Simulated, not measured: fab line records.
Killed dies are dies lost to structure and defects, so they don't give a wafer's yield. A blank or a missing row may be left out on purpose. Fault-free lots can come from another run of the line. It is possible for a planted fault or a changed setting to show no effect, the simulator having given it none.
Which tool did it? | flow sfq_line | 15 lots, 45 wafers sampled, at 3 steps of a route of 325

## WHAT THE GAUGES SHOWED, per wafer
SFQ_M3_OVL_MEAS_921.
lot  | measured     | on         | M3_OVL (nm)
L668 | day 36 04:04 | overlay-01 | -8 -12 -10
L670 | day 36 19:41 | overlay-02 | -3 -4 -6
L671 | day 37 17:05 | overlay-01 | -1 -1 -6
L672 | day 37 20:41 | overlay-01 | 0 -3 3
L673 | day 38 00:17 | overlay-02 | 6 -2 8
L674 | day 38 15:51 | overlay-01 | -6 -4 -3
L675 | day 39 06:28 | overlay-01 | -7 3 0
L676 | day 39 08:52 | overlay-01 | -9 -7 0
L682 | day 41 05:15 | overlay-02 | -3 7 4
L683 | day 41 14:51 | overlay-02 | 0 1 3
L685 | day 41 23:22 | overlay-02 | -2 7 8
L687 | day 42 16:05 | overlay-02 | -7 -3 -11
L688 | day 43 07:41 | overlay-01 | -14 -18 -13
L689 | day 43 21:45 | overlay-02 | -5 0 1
L691 | day 45 01:28 | overlay-02 | 0 5 9

SFQ_M4_RS_MEAS_924: a four-point-probe measurement.
lot  | measured     | on            | M4_NB_RS (ohm/sq)
L668 | day 43 02:46 | film_metro-04 | 0.898 0.907 0.900
L670 | day 43 10:37 | film_metro-01 | 0.874 0.879 0.880
L671 | day 44 10:59 | film_metro-03 | 0.903 0.902 0.915
L672 | day 44 18:09 | film_metro-03 | 0.914 0.914 0.909
L673 | day 44 21:09 | film_metro-03 | 0.906 0.921 0.899
L674 | day 45 13:22 | film_metro-03 | 0.904 0.904 0.896
L675 | day 46 02:34 | film_metro-04 | 0.882 0.894 0.895
L676 | day 46 06:09 | film_metro-03 | 0.903 0.899 0.896
L682 | day 48 02:23 | film_metro-01 | 1.433 0.890 0.895
L683 | day 48 10:34 | film_metro-01 | 1.481 1.441 0.892
L685 | day 48 15:22 | film_metro-04 | 1.453 1.459 1.485
L687 | day 49 08:55 | film_metro-04 | 0.897 0.890 0.883
L688 | day 49 23:19 | film_metro-04 | 0.892 0.875 0.882
L689 | day 50 11:55 | film_metro-03 | 0.875 0.879 0.883
L691 | day 51 16:56 | film_metro-04 | 0.879 0.892 0.882

## WHAT TOOL EACH LOT RAN ON (gives the tool, then ch and the chambers of the sampled wafers, and finally the start)
lot  | SFQ_TRILAYER_M4_DEP_SPUTTER_091
L668 | pvd_sputter-06, day 43 02:41
L670 | pvd_sputter-05, day 43 10:29
L671 | pvd_sputter-06, day 44 10:53
L672 | pvd_sputter-03, day 44 18:04
L673 | pvd_sputter-06, day 44 21:04
L674 | pvd_sputter-06, day 45 13:16
L675 | pvd_sputter-06, day 46 02:28
L676 | pvd_sputter-03, day 46 06:04
L682 | pvd_sputter-05, day 48 02:18
L683 | pvd_sputter-05, day 48 10:28
L685 | pvd_sputter-05, day 48 15:16
L687 | pvd_sputter-03, day 49 08:48
L688 | pvd_sputter-06, day 49 23:12
L689 | pvd_sputter-06, day 50 11:48
L691 | pvd_sputter-06, day 51 16:51
- SFQ_TRILAYER_M4_DEP_SPUTTER_091: material Nb, target thk 200 nm, time 133.3 s.

## AS READ BY THE TOOLS THEMSELVES (means over the sampled wafers that have a number; for cases with no such wafer, the mark the record gives instead)
SFQ_TRILAYER_M4_DEP_SPUTTER_091.
lot  | tool           | throttle_valve_pct (%)
L668 | pvd_sputter-06 | 29.4
L670 | pvd_sputter-05 | 29.0
L671 | pvd_sputter-06 | 29.4
L672 | pvd_sputter-03 | 28.8
L673 | pvd_sputter-06 | 28.9
L674 | pvd_sputter-06 | 29.5
L675 | pvd_sputter-06 | 29.6
L676 | pvd_sputter-03 | 29.3
L682 | pvd_sputter-05 | 30.8
L683 | pvd_sputter-05 | 29.9
L685 | pvd_sputter-05 | 30.1
L687 | pvd_sputter-03 | 29.1
L688 | pvd_sputter-06 | 29.3
L689 | pvd_sputter-06 | 29.7
L691 | pvd_sputter-06 | 29.4

## THE ANSWER, worked out from the rows above alone
Rule: usual is defined by the lots themselves. Put in order of their means at a reading, lots are off if they are a third of the lots or fewer, leave a main group of 4 or more, and stand apart from it by a gap of 3 or more times the standard deviation of the main group's means; of several such gaps the widest counts. Not used: any main group whose means are identical at the precision the tables above print for the reading. Also off: a lot with no number at a reading for which 4 or more lots have one. All remaining lots with rows at the step are treated as sound. After the gauges, taken in route order, come the tools' own readings; for these a lot's mean is taken, as printed above. The first step at which some lot is off is used, and at that step the reading that is off furthest; a lot without a number counts as furthest.
Off: L682, L683, L685, at SFQ_M4_RS_MEAS_924 (M4_NB_RS). The main group has a mean of 0.895 ohm/sq with a standard deviation of 0.011.
A tool fits if, at a process step before that reading, it ran every lot that is off, and no sound lot after the first of them. The gauges at SFQ_M4_RS_MEAS_924 are tried like those tools. One fits: SFQ_TRILAYER_M4_DEP_SPUTTER_091 on pvd_sputter-05. A fault onset in the window from L670 (day 43 10:29, its last sound lot) to L682 (day 48 02:18, its first lot off) fits.

## WHAT THE SIMULATOR PUT IN
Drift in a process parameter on pvd_sputter-05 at SFQ_TRILAYER_M4_DEP_SPUTTER_091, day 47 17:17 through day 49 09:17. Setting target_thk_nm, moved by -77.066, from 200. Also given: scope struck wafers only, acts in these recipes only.
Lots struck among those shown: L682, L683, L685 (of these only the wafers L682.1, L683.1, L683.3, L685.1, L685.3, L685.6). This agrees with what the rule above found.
